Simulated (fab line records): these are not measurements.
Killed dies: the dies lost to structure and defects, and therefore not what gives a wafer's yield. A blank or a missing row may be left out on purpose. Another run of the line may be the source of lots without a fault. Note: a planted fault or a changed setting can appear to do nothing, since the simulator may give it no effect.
What tool caused it? :: flow gf180mcu :: 14 lots with 42 wafers sampled at 4 steps, on a route of 602 steps

## WHAT THE GAUGES READ, wafer by wafer
GF_POLY_GATE_THK_MEAS_01. Usual: POLY_GATE_CVD_00_THK typically reads 199.7 nm, with standard deviation 1.7.
lot: L557
measured: day 8 11:24
on: film-metro-04
POLY_GATE_CVD_00_THK (nm): 199.7 201.5 200.3
flag: 

lot: L558
measured: day 8 18:04
on: film-metro-04
POLY_GATE_CVD_00_THK (nm): 198.7 199.1 198.4
flag: 

lot: L559
measured: day 9 00:59
on: film-metro-02
POLY_GATE_CVD_00_THK (nm): 200.5 199.1 200.0
flag: 

lot: L560
measured: day 9 14:46
on: film-metro-02
POLY_GATE_CVD_00_THK (nm): 199.9 201.4 199.1
flag: 

lot: L563
measured: day 10 12:15
on: film-metro-04
POLY_GATE_CVD_00_THK (nm): 198.4 199.3 198.2
flag: 

lot: L564
measured: day 10 19:10
on: film-metro-02
POLY_GATE_CVD_00_THK (nm): 198.8 199.1 199.0
flag: 

lot: L565
measured: day 10 19:10
on: film-metro-01
POLY_GATE_CVD_00_THK (nm): 200.9 202.0 203.0
flag: 

lot: L566
measured: day 11 06:56
on: film-metro-01
POLY_GATE_CVD_00_THK (nm): 198.7 198.1 197.9
flag: 

lot: L567
measured: day 12 03:04
on: film-metro-04
POLY_GATE_CVD_00_THK (nm): 201.7 201.3 202.4
flag: 

lot: L573
measured: day 13 05:59
on: film-metro-04
POLY_GATE_CVD_00_THK (nm): 198.7 198.5 198.3
flag: 

lot: L575
measured: day 13 12:29
on: film-metro-01
POLY_GATE_CVD_00_THK (nm): 196.8 196.9 198.8
flag: 

lot: L576
measured: day 13 16:17
on: film-metro-04
POLY_GATE_CVD_00_THK (nm): 200.8 201.3 201.0
flag: 

lot: L577
measured: day 13 18:57
on: film-metro-01
POLY_GATE_CVD_00_THK (nm): 200.6 198.7 199.7
flag: 

lot: L578
measured: day 14 06:48
on: film-metro-01
POLY_GATE_CVD_00_THK (nm): 201.7 202.2 202.5
flag: 

GF_HV_LDD_CD_MEAS_07: the cd target is 400 nm. Usual: cd-nm at 400.3 nm, with a standard deviation of 2.3.
lot: L557
measured: day 10 03:06
on: cd-sem-02
cd-nm (nm): 398.6 398.0 399.5
flag: 

lot: L558
measured: day 10 11:44
on: cd-sem-02
cd-nm (nm): 400.8 400.5 400.8
flag: 

lot: L559
measured: day 10 13:45
on: cd-sem-02
cd-nm (nm): 399.6 397.8 399.0
flag: 

lot: L560
measured: day 11 04:37
on: cd-sem-01
cd-nm (nm): 402.0 403.4 403.7
flag: 

lot: L563
measured: day 12 02:32
on: cd-sem-01
cd-nm (nm): 395.1 396.9 398.4
flag: 

lot: L564
measured: day 13 00:39
on: cd-sem-01
cd-nm (nm): 401.7 403.2 401.2
flag: 

lot: L565
measured: day 13 00:46
on: cd-sem-02
cd-nm (nm): 402.1 401.4 402.7
flag: 

lot: L566
measured: day 13 00:21
on: cd-sem-02
cd-nm (nm): 403.5 402.5 404.3
flag: 

lot: L567
measured: day 13 17:15
on: cd-sem-02
cd-nm (nm): 400.7 398.7 399.9
flag: 

lot: L573
measured: day 15 00:26
on: cd-sem-01
cd-nm (nm): 197.4 198.9 197.3 197.3 199.0 197.4
flag: OFF

lot: L575
measured: day 15 09:07
on: cd-sem-01
cd-nm (nm): 191.0 191.7 191.5 191.3 191.5 191.9
flag: OFF

lot: L576
measured: day 15 15:37
on: cd-sem-01
cd-nm (nm): 399.1 399.6 401.7
flag: 

lot: L577
measured: day 15 15:54
on: cd-sem-02
cd-nm (nm): 399.0 397.2 398.1
flag: 

lot: L578
measured: day 16 03:29
on: cd-sem-02
cd-nm (nm): 400.2 399.2 400.1
flag: 

## TOOL THAT RAN EACH LOT (tool first, then ch and the chambers of the sampled wafers, then the start)
lot: L557
GF_VT_IMPLANT_RTA_45: rtp-anneal-01 ch 0, day 7 12:36
GF_HV_LDD_DEVELOP_06: litho-track-01 ch 0, day 10 02:57

lot: L558
GF_VT_IMPLANT_RTA_45: rtp-anneal-02 ch 0, day 7 19:45
GF_HV_LDD_DEVELOP_06: litho-track-03 ch 0, day 10 11:35

lot: L559
GF_VT_IMPLANT_RTA_45: rtp-anneal-02 ch 0, day 7 23:41
GF_HV_LDD_DEVELOP_06: litho-track-02 ch 0, day 10 13:36

lot: L560
GF_VT_IMPLANT_RTA_45: rtp-anneal-02 ch 0, day 8 12:26
GF_HV_LDD_DEVELOP_06: litho-track-02 ch 0, day 11 04:28

lot: L563
GF_VT_IMPLANT_RTA_45: rtp-anneal-02 ch 0, day 9 05:59
GF_HV_LDD_DEVELOP_06: litho-track-03 ch 0, day 12 02:23

lot: L564
GF_VT_IMPLANT_RTA_45: rtp-anneal-01 ch 0, day 9 12:28
GF_HV_LDD_DEVELOP_06: litho-track-02 ch 0, day 13 00:30

lot: L565
GF_VT_IMPLANT_RTA_45: rtp-anneal-02 ch 0, day 9 16:55
GF_HV_LDD_DEVELOP_06: litho-track-01 ch 0, day 13 00:37

lot: L566
GF_VT_IMPLANT_RTA_45: rtp-anneal-02 ch 0, day 9 22:27
GF_HV_LDD_DEVELOP_06: litho-track-02 ch 0, day 13 00:12

lot: L567
GF_VT_IMPLANT_RTA_45: rtp-anneal-02 ch 0, day 10 08:01
GF_HV_LDD_DEVELOP_06: litho-track-02 ch 0, day 13 17:06

lot: L573
GF_VT_IMPLANT_RTA_45: rtp-anneal-02 ch 0, day 11 20:14
GF_HV_LDD_DEVELOP_06: litho-track-02 ch 0, day 15 00:18

lot: L575
GF_VT_IMPLANT_RTA_45: rtp-anneal-01 ch 0, day 12 07:04
GF_HV_LDD_DEVELOP_06: litho-track-02 ch 0, day 15 08:58

lot: L576
GF_VT_IMPLANT_RTA_45: rtp-anneal-02 ch 0, day 12 15:07
GF_HV_LDD_DEVELOP_06: litho-track-01 ch 0, day 15 15:28

lot: L577
GF_VT_IMPLANT_RTA_45: rtp-anneal-01 ch 0, day 12 18:34
GF_HV_LDD_DEVELOP_06: litho-track-01 ch 0, day 15 15:45

lot: L578
GF_VT_IMPLANT_RTA_45: rtp-anneal-02 ch 0, day 13 04:55
GF_HV_LDD_DEVELOP_06: litho-track-03 ch 0, day 16 03:22
- GF_VT_IMPLANT_RTA_45: time 30 s.
- GF_HV_LDD_DEVELOP_06: develop time 60 s.

## WHAT THE TOOLS THEMSELVES READ (means of the sampled wafers that have a number; where no wafer has one, the mark that the record gives instead)
GF_VT_IMPLANT_RTA_45. Usual: lamp-power-pct 27.7 %, standard deviation 1.5; wafer_temp_C_max 1056.7, standard deviation 1.5.
lot: L557
tool: rtp-anneal-01
lamp-power-pct (%): 29.4
wafer_temp_C_max: 1057.0
flag: 

lot: L558
tool: rtp-anneal-02
lamp-power-pct (%): 26.3
wafer_temp_C_max: 1057.0
flag: 

lot: L559
tool: rtp-anneal-02
lamp-power-pct (%): 26.3
wafer_temp_C_max: 1057.2
flag: 

lot: L560
tool: rtp-anneal-02
lamp-power-pct (%): 26.3
wafer_temp_C_max: 1056.7
flag: 

lot: L563
tool: rtp-anneal-02
lamp-power-pct (%): 26.3
wafer_temp_C_max: 1056.7
flag: 

lot: L564
tool: rtp-anneal-01
lamp-power-pct (%): 29.4
wafer_temp_C_max: 1057.0
flag: 

lot: L565
tool: rtp-anneal-02
lamp-power-pct (%): 26.3
wafer_temp_C_max: 1057.0
flag: 

lot: L566
tool: rtp-anneal-02
lamp-power-pct (%): 26.3
wafer_temp_C_max: 1057.5
flag: 

lot: L567
tool: rtp-anneal-02
lamp-power-pct (%): 26.3
wafer_temp_C_max: 1057.9
flag: 

lot: L573
tool: rtp-anneal-02
lamp-power-pct (%): 26.3
wafer_temp_C_max: 1056.9
flag: 

lot: L575
tool: rtp-anneal-01
lamp-power-pct (%): 29.4
wafer_temp_C_max: 1054.7
flag: 

lot: L576
tool: rtp-anneal-02
lamp-power-pct (%): 26.3
wafer_temp_C_max: 1056.3
flag: 

lot: L577
tool: rtp-anneal-01
lamp-power-pct (%): 29.4
wafer_temp_C_max: 1055.4
flag: 

lot: L578
tool: rtp-anneal-02
lamp-power-pct (%): 26.4
wafer_temp_C_max: 1058.1
flag: 

GF_HV_LDD_DEVELOP_06. Usual: developer-temp-C at 22.98 C, with a standard deviation of 0.1.
lot: L557
tool: litho-track-01
developer-temp-C (C): 23.10
flag: 

lot: L558
tool: litho-track-03
developer-temp-C (C): 23.05
flag: 

lot: L559
tool: litho-track-02
developer-temp-C (C): 22.95
flag: 

lot: L560
tool: litho-track-02
developer-temp-C (C): 22.96
flag: 

lot: L563
tool: litho-track-03
developer-temp-C (C): 22.96
flag: 

lot: L564
tool: litho-track-02
developer-temp-C (C): 23.00
flag: 

lot: L565
tool: litho-track-01
developer-temp-C (C): 22.84
flag: 

lot: L566
tool: litho-track-02
developer-temp-C (C): 23.06
flag: 

lot: L567
tool: litho-track-02
developer-temp-C (C): 22.87
flag: 

lot: L573
tool: litho-track-02
developer-temp-C (C): 23.11
flag: 

lot: L575
tool: litho-track-02
developer-temp-C (C): 23.07
flag: 

lot: L576
tool: litho-track-01
developer-temp-C (C): 23.08
flag: 

lot: L577
tool: litho-track-01
developer-temp-C (C): 23.01
flag: 

lot: L578
tool: litho-track-03
developer-temp-C (C): 23.00
flag: 

## THE ANSWER, worked out from the rows above alone
Rule: lot off if the mean of its wafers having a number is beyond 3 standard deviations from the usual mean. A lot without any number at a reading at which 4 lots or more have one is off too. Where the step has rows for the other lots, those lots are counted as sound. Order of review: gauges by route order, followed by the tools' own readings, for which a lot's mean as printed above is used. The first step at which some lot is off is used, and at that step the reading that is off furthest; a lot without a number counts as furthest.
Off, at GF_HV_LDD_CD_MEAS_07 on cd-nm: L573, L575.
If a tool, at a process step before that reading, ran all the lots that are off and no sound lot after the first of them, it fits. Those tools and the gauges at GF_HV_LDD_CD_MEAS_07 are tried in the same way. One candidate fits, namely litho-track-02 at GF_HV_LDD_DEVELOP_06. A fault onset in the window from L567 (day 13 17:06, its last sound lot) to L573 (day 15 00:18, its first lot off) fits.

## WHAT HAD BEEN PUT IN BY THE SIMULATOR
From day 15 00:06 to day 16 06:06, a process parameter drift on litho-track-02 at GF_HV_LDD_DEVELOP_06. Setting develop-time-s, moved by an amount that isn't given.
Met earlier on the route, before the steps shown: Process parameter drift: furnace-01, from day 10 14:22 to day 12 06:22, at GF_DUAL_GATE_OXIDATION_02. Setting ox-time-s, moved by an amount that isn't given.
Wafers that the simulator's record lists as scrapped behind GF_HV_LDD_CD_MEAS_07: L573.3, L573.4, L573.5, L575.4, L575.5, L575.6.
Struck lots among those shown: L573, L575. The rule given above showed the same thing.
